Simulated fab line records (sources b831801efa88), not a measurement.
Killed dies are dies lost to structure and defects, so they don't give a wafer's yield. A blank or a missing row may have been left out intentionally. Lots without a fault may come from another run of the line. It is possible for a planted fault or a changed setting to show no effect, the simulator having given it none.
Which of the tools did it? :: flow gf180mcu :: 14 lots, 42 wafers sampled, at 5 steps of a route of 602

== WHAT THE GAUGES READ, wafer by wafer ==
GF_M2_CD_MEAS_14: the cd target is 280 nm.
lot: L782
measured: day 19 08:39
on: cd-sem-01
cd-nm (nm): 278.2 278.3 279.2

lot: L783
measured: day 19 16:22
on: cd-sem-01
cd-nm (nm): 280.1 281.0 280.4

lot: L785
measured: day 20 03:37
on: cd-sem-01
cd-nm (nm): 281.9 282.5 281.8

lot: L784
measured: day 20 04:10
on: cd-sem-01
cd-nm (nm): 279.1 280.2 279.6

lot: L786
measured: day 20 22:04
on: cd-sem-02
cd-nm (nm): 279.3 280.6 278.5

lot: L792
measured: day 22 18:14
on: cd-sem-01
cd-nm (nm): 280.3 279.9 280.2

lot: L793
measured: day 22 21:16
on: cd-sem-01
cd-nm (nm): 281.0 280.3 280.9

lot: L797
measured: day 24 08:16
on: cd-sem-02
cd-nm (nm): 279.2 280.4 280.9

lot: L798
measured: day 24 14:12
on: cd-sem-01
cd-nm (nm): 279.3 279.1 278.7

lot: L800
measured: day 25 14:20
on: cd-sem-01
cd-nm (nm): 281.2 280.3 281.0

lot: L802
measured: day 26 11:25
on: cd-sem-02
cd-nm (nm): 279.5 280.2 279.9

lot: L804
measured: day 26 22:04
on: cd-sem-01
cd-nm (nm): 280.6 281.1 281.6

lot: L803
measured: day 27 01:10
on: cd-sem-02
cd-nm (nm): 277.9 278.8 277.8

lot: L805
measured: day 27 05:37
on: cd-sem-02
cd-nm (nm): 277.8 280.0 279.2

GF_V2_THK_MEAS_01.
lot: L782
measured: day 19 09:31
on: film-metro-04
V2_CVD_00_THK (nm): 604 605 599

lot: L783
measured: day 19 17:14
on: film-metro-01
V2_CVD_00_THK (nm): 595 595 601

lot: L785
measured: day 20 04:30
on: film-metro-03
V2_CVD_00_THK (nm): 599 601 601

lot: L784
measured: day 20 05:02
on: film-metro-04
V2_CVD_00_THK (nm): 601 591 593

lot: L786
measured: day 20 22:56
on: film-metro-04
V2_CVD_00_THK (nm): 600 590 602

lot: L792
measured: day 22 19:04
on: film-metro-04
V2_CVD_00_THK (nm): 604 595 605

lot: L793
measured: day 22 22:08
on: film-metro-03
V2_CVD_00_THK (nm): 596 591 603

lot: L797
measured: day 24 09:09
on: film-metro-04
V2_CVD_00_THK (nm): 606 603 599

lot: L798
measured: day 24 15:13
on: film-metro-03
V2_CVD_00_THK (nm): 597 593 596

lot: L800
measured: day 25 15:20
on: film-metro-01
V2_CVD_00_THK (nm): 587 587 589

lot: L802
measured: day 26 12:19
on: film-metro-04
V2_CVD_00_THK (nm): 595 598 596

lot: L804
measured: day 26 23:03
on: film-metro-04
V2_CVD_00_THK (nm): 607 608 608

lot: L803
measured: day 27 02:02
on: film-metro-01
V2_CVD_00_THK (nm): 600 608 594

lot: L805
measured: day 27 06:36
on: film-metro-01
V2_CVD_00_THK (nm): 598 589 597

GF_M3_CD_MEAS_14: the cd target is 280 nm.
lot: L782
measured: day 21 11:47
on: cd-sem-02
cd-nm (nm): 278.7 279.3 279.8

lot: L783
measured: day 21 18:37
on: cd-sem-02
cd-nm (nm): 279.4 279.1 278.3

lot: L785
measured: day 22 05:38
on: cd-sem-01
cd-nm (nm): 278.2 279.9 279.2

lot: L784
measured: day 22 06:19
on: cd-sem-02
cd-nm (nm): 279.5 279.4 280.7

lot: L786
measured: day 22 22:50
on: cd-sem-01
cd-nm (nm): 279.9 279.5 277.4

lot: L792
measured: day 24 18:11
on: cd-sem-01
cd-nm (nm): 251.9 251.0 228.7

lot: L793
measured: day 24 21:07
on: cd-sem-01
cd-nm (nm): 194.1 202.9 247.3

lot: L797
measured: day 26 07:13
on: cd-sem-01
cd-nm (nm): 280.7 280.9 281.4

lot: L798
measured: day 26 12:31
on: cd-sem-02
cd-nm (nm): 281.3 281.6 279.9

lot: L800
measured: day 27 11:26
on: cd-sem-02
cd-nm (nm): 279.1 279.6 278.7

lot: L802
measured: day 28 08:00
on: cd-sem-01
cd-nm (nm): 280.1 279.4 278.5

lot: L804
measured: day 28 18:20
on: cd-sem-02
cd-nm (nm): 279.3 279.9 279.0

lot: L803
measured: day 28 20:06
on: cd-sem-01
cd-nm (nm): 280.4 280.8 279.8

lot: L805
measured: day 29 00:45
on: cd-sem-02
cd-nm (nm): 278.5 277.8 277.8

== TOOL THAT RAN EACH LOT (tool first, then ch and the chambers of the sampled wafers, then the start) ==
lot: L782
GF_M2_METAL_ETCH_16: rie-metal-01 ch 0, day 19 08:48
GF_M3_EXPOSE_11: krf-scanner-01 ch 0, day 21 00:20

lot: L783
GF_M2_METAL_ETCH_16: rie-metal-04 ch 0,1, day 19 16:30
GF_M3_EXPOSE_11: krf-scanner-01 ch 0, day 21 06:55

lot: L785
GF_M2_METAL_ETCH_16: rie-metal-04 ch 0,1, day 20 03:47
GF_M3_EXPOSE_11: krf-scanner-02 ch 0, day 21 18:36

lot: L784
GF_M2_METAL_ETCH_16: rie-metal-01 ch 0,1, day 20 04:18
GF_M3_EXPOSE_11: krf-scanner-01 ch 0, day 21 19:13

lot: L786
GF_M2_METAL_ETCH_16: rie-metal-02 ch 1, day 20 22:12
GF_M3_EXPOSE_11: krf-scanner-01 ch 0, day 22 12:08

lot: L792
GF_M2_METAL_ETCH_16: rie-metal-04 ch 0,1, day 22 18:22
GF_M3_EXPOSE_11: krf-scanner-01 ch 0, day 24 07:23

lot: L793
GF_M2_METAL_ETCH_16: rie-metal-04 ch 0,1, day 22 21:26
GF_M3_EXPOSE_11: krf-scanner-01 ch 0, day 24 10:22

lot: L797
GF_M2_METAL_ETCH_16: rie-metal-04 ch 0,1, day 24 08:26
GF_M3_EXPOSE_11: krf-scanner-02 ch 0, day 25 20:39

lot: L798
GF_M2_METAL_ETCH_16: rie-metal-01 ch 0, day 24 14:21
GF_M3_EXPOSE_11: krf-scanner-02 ch 0, day 26 01:55

lot: L800
GF_M2_METAL_ETCH_16: rie-metal-01 ch 0, day 25 14:32
GF_M3_EXPOSE_11: krf-scanner-02 ch 0, day 27 01:29

lot: L802
GF_M2_METAL_ETCH_16: rie-metal-04 ch 0,1, day 26 11:35
GF_M3_EXPOSE_11: krf-scanner-01 ch 0, day 27 21:42

lot: L804
GF_M2_METAL_ETCH_16: rie-metal-04 ch 1, day 26 22:14
GF_M3_EXPOSE_11: krf-scanner-01 ch 0, day 28 08:46

lot: L803
GF_M2_METAL_ETCH_16: rie-metal-02 ch 0,1, day 27 01:20
GF_M3_EXPOSE_11: krf-scanner-01 ch 0, day 28 10:36

lot: L805
GF_M2_METAL_ETCH_16: rie-metal-04 ch 1, day 27 05:46
GF_M3_EXPOSE_11: krf-scanner-01 ch 0, day 28 15:40
- GF_M2_METAL_ETCH_16: etches the open film in Cl2/BCl3, stops on SiO2, target depth 627.5 nm, time 104.6 s.
- GF_M3_EXPOSE_11: exposes mask Metal3, target cd 280 nm.

== AS READ BY THE TOOLS THEMSELVES (means over the sampled wafers that have a number; for cases with no such wafer, the mark the record gives instead) ==
GF_M2_METAL_ETCH_16.
lot: L782
tool: rie-metal-01
bcl3-flow-sccm (sccm): 39.95
drypump-motor-current-A (A): 6.4
mfc-cl2-sccm (sccm): 79.93
oes-product-au (a.u.): 0.967
throttle-valve-pct (%): 28.244

lot: L783
tool: rie-metal-04
bcl3-flow-sccm (sccm): 40.03
drypump-motor-current-A (A): 5.1
mfc-cl2-sccm (sccm): 79.93
oes-product-au (a.u.): 0.972
throttle-valve-pct (%): 28.254

lot: L785
tool: rie-metal-04
bcl3-flow-sccm (sccm): 39.98
drypump-motor-current-A (A): 5.3
mfc-cl2-sccm (sccm): 79.91
oes-product-au (a.u.): 0.971
throttle-valve-pct (%): 28.259

lot: L784
tool: rie-metal-01
bcl3-flow-sccm (sccm): 39.97
drypump-motor-current-A (A): 5.8
mfc-cl2-sccm (sccm): 79.90
oes-product-au (a.u.): 0.973
throttle-valve-pct (%): 28.242

lot: L786
tool: rie-metal-02
bcl3-flow-sccm (sccm): 40.11
drypump-motor-current-A (A): 5.7
mfc-cl2-sccm (sccm): 79.83
oes-product-au (a.u.): 0.970
throttle-valve-pct (%): 28.260

lot: L792
tool: rie-metal-04
bcl3-flow-sccm (sccm): 39.96
drypump-motor-current-A (A): 5.1
mfc-cl2-sccm (sccm): 79.93
oes-product-au (a.u.): 0.967
throttle-valve-pct (%): 28.262

lot: L793
tool: rie-metal-04
bcl3-flow-sccm (sccm): 40.00
drypump-motor-current-A (A): 5.3
mfc-cl2-sccm (sccm): 80.05
oes-product-au (a.u.): 0.972
throttle-valve-pct (%): 28.260

lot: L797
tool: rie-metal-04
bcl3-flow-sccm (sccm): 39.97
drypump-motor-current-A (A): 5.3
mfc-cl2-sccm (sccm): 80.21
oes-product-au (a.u.): 0.969
throttle-valve-pct (%): 28.258

lot: L798
tool: rie-metal-01
bcl3-flow-sccm (sccm): 40.07
drypump-motor-current-A (A): 6.4
mfc-cl2-sccm (sccm): 80.09
oes-product-au (a.u.): 0.972
throttle-valve-pct (%): 28.252

lot: L800
tool: rie-metal-01
bcl3-flow-sccm (sccm): 39.99
drypump-motor-current-A (A): 6.4
mfc-cl2-sccm (sccm): 80.20
oes-product-au (a.u.): 0.970
throttle-valve-pct (%): 28.247

lot: L802
tool: rie-metal-04
bcl3-flow-sccm (sccm): 40.00
drypump-motor-current-A (A): 5.1
mfc-cl2-sccm (sccm): 79.96
oes-product-au (a.u.): 0.969
throttle-valve-pct (%): 28.249

lot: L804
tool: rie-metal-04
bcl3-flow-sccm (sccm): 40.05
drypump-motor-current-A (A): 5.0
mfc-cl2-sccm (sccm): 80.23
oes-product-au (a.u.): 0.969
throttle-valve-pct (%): 28.241

lot: L803
tool: rie-metal-02
bcl3-flow-sccm (sccm): 39.94
drypump-motor-current-A (A): 6.1
mfc-cl2-sccm (sccm): 79.87
oes-product-au (a.u.): 0.973
throttle-valve-pct (%): 28.246

lot: L805
tool: rie-metal-04
bcl3-flow-sccm (sccm): 40.00
drypump-motor-current-A (A): 5.0
mfc-cl2-sccm (sccm): 80.05
oes-product-au (a.u.): 0.965
throttle-valve-pct (%): 28.249

== THE ANSWER, worked out from the rows above alone ==
Rule: the lots themselves supply what counts as usual. Put in order of their means at a reading, lots are off if they are a third of the lots or fewer, leave a main group of 4 or more, and stand apart from it by a gap of 3 or more times the standard deviation of the main group's means; of several such gaps the widest counts. The tables above print the reading to a certain number of digits; a main group whose means all agree to those digits is not used. A lot without any number at a reading at which 4 lots or more have one is off too. Where the step has rows for the other lots, those lots are counted as sound. The gauges are gone through in route order, then the tools' own readings, and for those a lot's mean is taken as printed above. The first step at which some lot is off is used, and at that step the reading that is off furthest; a lot without a number counts as furthest.
Off at GF_M3_CD_MEAS_14 (cd-nm): L792, L793. Main group: mean 279.5 nm, sd 0.83.
A tool fits if, at a process step before that reading, it ran every lot that is off, and no sound lot after the first of them. Gauges at GF_M3_CD_MEAS_14: tried the same way as those tools. None of those tried fits.

== WHAT THE SIMULATOR PUT IN ==
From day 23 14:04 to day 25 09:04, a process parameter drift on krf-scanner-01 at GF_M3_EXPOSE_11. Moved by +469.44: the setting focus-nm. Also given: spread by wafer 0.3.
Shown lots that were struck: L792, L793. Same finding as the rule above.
